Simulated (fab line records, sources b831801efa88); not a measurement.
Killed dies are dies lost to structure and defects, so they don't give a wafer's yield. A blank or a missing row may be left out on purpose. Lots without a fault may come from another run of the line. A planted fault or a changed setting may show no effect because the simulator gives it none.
Which tool did it? | flow gf180mcu | 13 lots, 39 wafers sampled, at 3 steps of a route of 602

WHAT THE GAUGES READ, wafer by wafer
GF_HV_LDD_TW_MEAS_23. Usual: HV_LDD_2_TW 1063, standard deviation 4.3.
lot  | measured     | on            | HV_LDD_2_TW    | flag
L465 | day 11 01:43 | film_metro-03 | 1058 1063 1062 |
L466 | day 11 12:24 | film_metro-03 | 1064 1055 1059 |
L468 | day 12 01:08 | film_metro-03 | 1064 1065 1066 |
L469 | day 12 09:12 | film_metro-03 | 1064 1064 1068 |
L473 | day 13 22:35 | film_metro-04 | 1066 1063 1069 |
L475 | day 13 22:39 | film_metro-04 | 1062 1065 1058 |
L476 | day 14 11:51 | film_metro-01 | 1063 1051 1059 |
L479 | day 15 08:30 | film_metro-01 | 1060 1057 1059 |
L481 | day 15 21:29 | film_metro-04 | 1067 1071 1072 |
L482 | day 16 02:40 | film_metro-03 | 1122 1126 1125 | OFF
L483 | day 16 10:58 | film_metro-01 | 1053 1059 1050 |
L484 | day 16 19:32 | film_metro-03 | 1120 1120 1123 | OFF
L487 | day 17 15:12 | film_metro-01 | 1067 1061 1064 |

GF_SAB_CD_MEAS_09: target cd 420 nm. Usual: cd_nm 419.9 nm, standard deviation 1.9.
lot  | measured     | on        | cd_nm (nm)        | flag
L465 | day 15 05:37 | cd_sem-02 | 421.6 421.2 419.3 |
L466 | day 15 19:54 | cd_sem-01 | 420.7 420.0 423.1 |
L468 | day 16 11:32 | cd_sem-02 | 417.4 416.1 417.9 |
L469 | day 16 19:54 | cd_sem-02 | 420.2 420.6 419.1 |
L473 | day 18 16:21 | cd_sem-02 | 419.7 419.7 419.9 |
L475 | day 18 17:35 | cd_sem-01 | 419.4 418.5 418.8 |
L476 | day 19 08:41 | cd_sem-02 | 422.4 422.6 421.9 |
L479 | day 20 09:09 | cd_sem-02 | 422.4 422.6 422.6 |
L481 | day 20 23:22 | cd_sem-02 | 421.9 419.6 421.0 |
L482 | day 21 03:57 | cd_sem-02 | 416.6 418.4 417.0 |
L483 | day 21 12:37 | cd_sem-01 | 417.8 418.1 420.9 |
L484 | day 22 03:10 | cd_sem-01 | 418.4 417.9 417.2 |
L487 | day 22 18:19 | cd_sem-02 | 420.8 420.4 419.4 |

WHICH TOOL RAN EACH LOT (tool, then ch and the chambers of the sampled wafers, then the start)
lot  | GF_HV_LDD_IMPLANT_21
L465 | implanter-01 ch 0, day 11 01:29
L466 | implanter-02 ch 0, day 11 12:10
L468 | implanter-03 ch 0, day 12 00:53
L469 | implanter-01 ch 0, day 12 08:58
L473 | implanter-01 ch 0, day 13 22:20
L475 | implanter-02 ch 0, day 13 22:24
L476 | implanter-01 ch 0, day 14 11:36
L479 | implanter-03 ch 0, day 15 08:15
L481 | implanter-03 ch 0, day 15 21:16
L482 | implanter-01 ch 0, day 16 02:25
L483 | implanter-03 ch 0, day 16 10:45
L484 | implanter-01 ch 0, day 16 19:19
L487 | implanter-02 ch 0, day 17 14:58
- GF_HV_LDD_IMPLANT_21

WHAT THE TOOLS THEMSELVES READ (means of the sampled wafers that have a number; where no wafer has one, the mark that the record gives instead)
GF_HV_LDD_IMPLANT_21. Usual: dose_ions_cm2 5.001e+13, standard deviation 6.3e+10; end_station_pressure_torr 5.23e-06 Torr, standard deviation 2.7e-07; faraday_current_uA 282, standard deviation 5.7.
lot  | tool         | dose_ions_cm2 | end_station_pressure_torr (Torr) | faraday_current_uA | flag
L465 | implanter-01 | 5.002e+13     | 5.05e-06                         | 283                |
L466 | implanter-02 | 5.001e+13     | 5.15e-06                         | 280                |
L468 | implanter-03 | 5.012e+13     | 4.86e-06                         | 287                |
L469 | implanter-01 | 4.997e+13     | 5.36e-06                         | 282                |
L473 | implanter-01 | 4.999e+13     | 5.50e-06                         | 283                |
L475 | implanter-02 | 5.002e+13     | 5.31e-06                         | 286                |
L476 | implanter-01 | 4.996e+13     | 5.16e-06                         | 288                |
L479 | implanter-03 | 5.009e+13     | 5.36e-06                         | 281                |
L481 | implanter-03 | 5.001e+13     | 5.54e-06                         | 280                |
L482 | implanter-01 | 5.923e+13     | 5.26e-06                         | 332                | OFF
L483 | implanter-03 | 5.001e+13     | 5.14e-06                         | 279                |
L484 | implanter-01 | 5.918e+13     | 4.95e-06                         | 337                | OFF
L487 | implanter-02 | 5.002e+13     | 5.15e-06                         | 280                |

THE ANSWER, worked out from the rows above alone
Rule: a lot is off if the mean of its wafers that have a number lies more than 3 standard deviations from the usual mean. A lot without any number at a reading at which 4 lots or more have one is off too. The other lots that the step has rows for count as sound. The gauges are gone through in route order, then the tools' own readings, and for those a lot's mean is taken as printed above. The first step at which some lot is off is used, and at that step the reading that is off furthest; a lot without a number counts as furthest.
Off: L482, L484, at GF_HV_LDD_TW_MEAS_23 (HV_LDD_2_TW).
A tool fits if, at a process step before that reading, it ran every lot that is off, and no sound lot after the first of them. The gauges at GF_HV_LDD_TW_MEAS_23 aren't tried: what is off there is off at GF_HV_LDD_IMPLANT_21 too, on other tools, and a gauge's error can't cause that. One fits: implanter-01 at GF_HV_LDD_IMPLANT_21. Its last sound lot is L476 (day 14 11:36), its first lot that is off L482 (day 16 02:25): a fault that began between those two fits.
The tool's own readings at GF_HV_LDD_IMPLANT_21 bear it out: on the lots that are off they differ by more than 5 times the standard deviation of the sound lots' means. dose_ions_cm2 reads 5.920e+13 there against 5.002e+13 on the sound lots; faraday_current_uA reads 334 there against 283 on the sound lots.

WHAT THE SIMULATOR HAD PUT IN
Process parameter drift: implanter-01, from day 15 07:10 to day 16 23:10, at GF_HV_LDD_IMPLANT_21. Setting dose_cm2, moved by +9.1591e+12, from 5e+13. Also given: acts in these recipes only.
Lots struck among those shown: L482, L484. The rule above found the same.
